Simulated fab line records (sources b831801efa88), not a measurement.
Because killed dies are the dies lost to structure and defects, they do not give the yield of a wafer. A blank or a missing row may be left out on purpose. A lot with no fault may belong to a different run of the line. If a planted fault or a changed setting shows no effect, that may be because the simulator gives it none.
Comparing a struck lot with a sound one    flow sky130    15 steps out of a route of 708
Sound: the wafers L391.1, L391.2, L391.6. Struck: wafers L401.1, L401.5, L401.6. Last of all comes the cause.
At each step with rows: each side's tool, then ch and its chambers, then its first start. Under that, the readings that differ: sound wafers    struck wafers    difference of the means    sigmas: that difference in standard deviations of wafers without a fault.
alike: same words and numbers on both sides, and readings whose means sit less than 2 such deviations apart. not compared: any withheld reading, any reading some wafer has no value for, any bound like >300 that may hide the same value, and any number with overlapping values for which the record gives no deviation.
A row with sigmas, a row that says differs or no value, or rows on one side alone: a step with any of these is where the two part. Numbers that have no deviation but don't overlap get no sigmas and don't part them. A reading that every wafer of one side lacks parts them only if that side has two wafers or more.

first, 8 steps without rows for these wafers: SKY_LI_CONTACT_DEHYDRATE_04 (time 60 s); SKY_LI_CONTACT_HMDS_05 (prime time 60 s); SKY_LI_CONTACT_COAT_06 (resist thk 60 nm); SKY_LI_CONTACT_COAT_07 (resist thk 450 nm); SKY_LI_CONTACT_SOFTBAKE_08 (time 90 s); SKY_LI_CONTACT_EXPOSE_09 (exposes mask LICM1, target cd 170 nm); SKY_LI_CONTACT_PEB_10; SKY_LI_CONTACT_DEVELOP_11 (develop time 60 s).
SKY_LI_CONTACT_CD_MEAS_12 targets a cd of 170 nm.
  sound on cd sem-01 at day 28 18:59; struck on cd sem-01 at day 32 13:41
  alike: cd nm
SKY_LI_CONTACT_OVL_MEAS_13:
  sound on overlay-02 at day 28 19:07; struck on overlay-01 at day 32 13:49
  alike: LI_CONTACT_OVL
SKY_LI_CONTACT_ETCH_14: etches BARC in N2/H2, stops on SiO2, time 45.9 s, target depth 60 nm.
  sound on rie diel-03 ch 1,2, day 28 19:08; struck on rie diel-01 ch 0,1,3, day 32 13:50
  alike: drypump motor current A, n2 flow sccm, oes product au, throttle valve pct
  not compared: rf hours counter h
SKY_LI_CONTACT_ETCH_15: etches PSG in C4F8/O2/Ar, stops on Si, target depth 600 nm.
  sound on rie diel-03 ch 1,2, day 28 19:11; struck on rie diel-01 ch 0,1,3, day 32 13:53
  alike: oes product au
SKY_LI_CONTACT_STRIP_16: strips in O2/N2.
  sound on plasma asher-04 ch 0,1, day 28 19:16; struck on plasma asher-02 ch 0,1, day 32 13:58
reading           sound        struck       difference  sigmas
overash fraction  0.5 0.5 0.5  0.7 0.7 0.7  +0.2        
  alike: drypump motor current A, n2 flow sccm, oes product au, strip time to endpoint s
  not compared: rf hours counter h
then, 1 step without rows for these wafers: SKY_LI_CONTACT_CLEAN_17 (cleans in NMP, time 600 s).
-- a jump in the record: the struck wafers' starts before and after are 16 days apart (it breaks off in module LI_CONTACT and resumes in module PAD_OPEN, where the first step shown is number 708 of the route) --
SKY_PAD_OPEN_PROBE_99:
  sound on prober-01 at day 45 09:43; struck on prober-01 at day 48 04:54
reading          sound  struck  difference  sigmas
killed_at_M4_up  1 3 1  7 7 4   +4          +2
  alike: killed_at_M0_to_M3, killed at contacts, killed at front end, killed at other, killed dies, killed open, killed short

WHERE THEY PART
Only at SKY_PAD_OPEN_PROBE_99, within this record.

WHY: the cause the simulator had injected
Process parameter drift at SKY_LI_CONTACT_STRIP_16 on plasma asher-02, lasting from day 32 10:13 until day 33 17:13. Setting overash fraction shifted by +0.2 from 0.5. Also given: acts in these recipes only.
